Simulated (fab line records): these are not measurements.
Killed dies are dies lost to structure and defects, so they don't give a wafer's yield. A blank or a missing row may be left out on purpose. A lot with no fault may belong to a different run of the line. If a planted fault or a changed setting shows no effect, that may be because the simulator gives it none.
Chamber matching	flow sky130	rie-diel-01 running SKY_PAD_OPEN_ETCH_07: 4 sister chambers
The step etches the open film in CF4/O2, stops on AlCu, target depth 725 nm, time 161.1 s. 22 wafers are shown with their chamber, then 11 later ones without.

== WAFERS WITH THEIR CHAMBER ==
wafer	chamber	drypump-motor-current-A (A)	rf-fwd-power-W (W)	oes-product-au (a.u.)
L077.1	2	5.7	800.3	0.970
L077.2	3	5.8	797.2	0.972
L077.4	0	6.5	797.0	0.971
L081.1	1	5.3	797.4	0.977
L081.2	0	6.5	797.2	0.974
L081.4	2	5.7	797.3	0.982
L082.1	0	6.6	798.8	0.982
L082.3	1	5.3	797.8	0.973
L082.6	0	6.5	796.4	0.989
L085.2	2	5.7	796.7	0.976
L085.4	3	5.8	793.2	0.989
L085.5	2	5.7	799.3	0.981
L086.2	2	5.7	800.4	0.978
L086.4	0	6.5	795.7	0.984
L086.5	3	5.8	796.6	0.988
L087.2	3	5.8	795.2	0.975
L087.3	1	5.3	796.6	0.975
L087.5	2	5.7	797.0	0.979
L088.1	2	5.7	797.2	0.977
L088.4	3	5.8	793.3	0.983
L088.5	0	6.5	801.6	0.979
L091.1	3	5.8	790.6	0.985

SIGNATURES, as means of the wafers listed above
reading	chamber 0	chamber 1	chamber 2	chamber 3	scatter within a chamber
drypump-motor-current-A	6.517	5.300	5.700	5.800	0.0215
rf-fwd-power-W	797.783	797.267	798.314	794.350	1.97
oes-product-au	0.97983	0.97500	0.97757	0.98200	0.0056
Rule: distance of a wafer from a chamber = root of the sum over the readings of ((wafer's reading minus chamber's mean) / reading's scatter) squared. If the next closest chamber is less than 2 further off than the closest, the wafer can't be placed; otherwise it belongs to the closest. The scatter is the square root of a quotient: the sum, over the shown wafers, of each reading's squared deviation from its chamber's mean, divided by wafers minus chambers.

== WAFERS WITHOUT THEIR CHAMBER ==
wafer	drypump-motor-current-A (A)	rf-fwd-power-W (W)	oes-product-au (a.u.)
L091.5	6.5	798.2	0.983
L091.6	5.3	798.6	0.990
L092.3	6.5	798.7	0.978
L092.5	6.6	796.1	0.983
L092.6	5.8	791.4	0.983
L095.1	5.7	797.7	0.982
L095.4	6.5	794.2	0.989
L095.5	5.8	796.6	0.977
L096.3	5.7	798.3	0.972
L096.5	6.5	793.8	0.977
L096.6	5.3	797.9	0.988

== CHAMBER TAKEN BY EACH ==
wafer	from the rows above	in truth
L091.5	0	0
L091.6	1	1
L092.3	0	0
L092.5	0	0
L092.6	3	3
L095.1	2	2
L095.4	0	0
L095.5	3	3
L096.3	2	2
L096.5	0	0
L096.6	1	1
Placed correctly: 11 of 11. Number that these rows cannot place: 0. Placed wrongly: 0.
